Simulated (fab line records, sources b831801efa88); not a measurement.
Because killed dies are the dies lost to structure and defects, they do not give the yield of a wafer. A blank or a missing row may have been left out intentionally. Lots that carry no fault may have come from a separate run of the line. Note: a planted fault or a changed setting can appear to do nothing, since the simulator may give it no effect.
Which of the tools did it? / flow sfqLine / 14 lots with 42 wafers sampled at 2 steps, on a route of 325 steps

== WHAT EACH GAUGE READ, for each wafer ==
SFQ_JJ_OVL_MEAS_931. Usual: J5_OVL typically reads -1 nm, with standard deviation 4.2.
lot=L693; measured=day 43 05:32; on=overlay-02; J5_OVL (nm)=-7 -9 -4; flag=
lot=L694; measured=day 43 06:43; on=overlay-02; J5_OVL (nm)=3 3 2; flag=
lot=L695; measured=day 47 02:29; on=overlay-01; J5_OVL (nm)=-2 -9 -7; flag=
lot=L696; measured=day 47 03:41; on=overlay-01; J5_OVL (nm)=-3 -3 -6; flag=
lot=L697; measured=day 47 04:54; on=overlay-01; J5_OVL (nm)=-4 0 -10; flag=
lot=L698; measured=day 47 06:06; on=overlay-01; J5_OVL (nm)=-1 1 -2; flag=
lot=L699; measured=day 51 07:01; on=overlay-02; J5_OVL (nm)=-2 -6 -5; flag=
lot=L700; measured=day 51 23:40; on=overlay-02; J5_OVL (nm)=5 1 0; flag=
lot=L701; measured=day 52 17:35; on=overlay-02; J5_OVL (nm)=-6 -1 -1; flag=
lot=L702; measured=day 53 09:01; on=overlay-02; J5_OVL (nm)=-4 -5 -8; flag=
lot=L703; measured=day 53 18:33; on=overlay-01; J5_OVL (nm)=124 119 127; flag=OFF
lot=L704; measured=day 54 02:18; on=overlay-02; J5_OVL (nm)=121 121 119; flag=OFF
lot=L713; measured=day 58 04:45; on=overlay-02; J5_OVL (nm)=-6 -1 1; flag=
lot=L714; measured=day 58 06:03; on=overlay-02; J5_OVL (nm)=-1 -9 -6; flag=

== WHAT TOOL EACH LOT RAN ON (gives the tool, then ch and the chambers of the sampled wafers, and finally the start) ==
lot=L693; SFQ_TRILAYER_JJ_CE_LITHO_EXPOSE_115=krfScanner-01 ch 0, day 43 04:37
lot=L694; SFQ_TRILAYER_JJ_CE_LITHO_EXPOSE_115=krfScanner-01 ch 0, day 43 05:13
lot=L695; SFQ_TRILAYER_JJ_CE_LITHO_EXPOSE_115=krfScanner-01 ch 0, day 47 00:59
lot=L696; SFQ_TRILAYER_JJ_CE_LITHO_EXPOSE_115=krfScanner-01 ch 0, day 47 02:11
lot=L697; SFQ_TRILAYER_JJ_CE_LITHO_EXPOSE_115=krfScanner-01 ch 0, day 47 03:47
lot=L698; SFQ_TRILAYER_JJ_CE_LITHO_EXPOSE_115=krfScanner-01 ch 0, day 47 04:59
lot=L699; SFQ_TRILAYER_JJ_CE_LITHO_EXPOSE_115=krfScanner-02 ch 0, day 51 05:31
lot=L700; SFQ_TRILAYER_JJ_CE_LITHO_EXPOSE_115=krfScanner-02 ch 0, day 51 22:10
lot=L701; SFQ_TRILAYER_JJ_CE_LITHO_EXPOSE_115=krfScanner-02 ch 0, day 52 16:17
lot=L702; SFQ_TRILAYER_JJ_CE_LITHO_EXPOSE_115=krfScanner-02 ch 0, day 53 07:31
lot=L703; SFQ_TRILAYER_JJ_CE_LITHO_EXPOSE_115=krfScanner-02 ch 0, day 53 17:03
lot=L704; SFQ_TRILAYER_JJ_CE_LITHO_EXPOSE_115=krfScanner-02 ch 0, day 54 01:00
lot=L713; SFQ_TRILAYER_JJ_CE_LITHO_EXPOSE_115=krfScanner-01 ch 0, day 58 03:15
lot=L714; SFQ_TRILAYER_JJ_CE_LITHO_EXPOSE_115=krfScanner-01 ch 0, day 58 04:39
- SFQ_TRILAYER_JJ_CE_LITHO_EXPOSE_115: exposes mask J5, target cd 700 nm.

== WHAT THE TOOLS THEMSELVES READ (means of the sampled wafers that have a number; where no wafer has one, the mark that the record gives instead) ==
The record holds no such reading with a usual standard deviation.

== THE ANSWER, worked out from the rows above alone ==
Rule: a lot counts as off when the mean over its wafers that have a number is more than 3 standard deviations away from the usual mean. A lot without any number at a reading at which 4 lots or more have one is off too. Where the step has rows for the other lots, those lots are counted as sound. The gauges are gone through in route order, then the tools' own readings, and for those a lot's mean is taken as printed above. At the first step where some lot is off, the reading lying furthest off is the one used; lots without a number count as furthest.
Off: L703, L704, at SFQ_JJ_OVL_MEAS_931 (J5_OVL).
If a tool, at a process step before that reading, ran all the lots that are off and no sound lot after the first of them, it fits. Gauges at SFQ_JJ_OVL_MEAS_931: tried the same way as those tools. One candidate fits, namely krfScanner-02 at SFQ_TRILAYER_JJ_CE_LITHO_EXPOSE_115. A fault onset in the window from L702 (day 53 07:31, its last sound lot) to L703 (day 53 17:03, its first lot off) fits.

== WHAT THE SIMULATOR HAD PUT IN ==
Scanner matching overlay: krfScanner-02, from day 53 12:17 on, at SFQ_TRILAYER_JJ_CE_LITHO_EXPOSE_115. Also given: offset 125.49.
Lots struck among those shown: L703, L704. The rule given above showed the same thing.
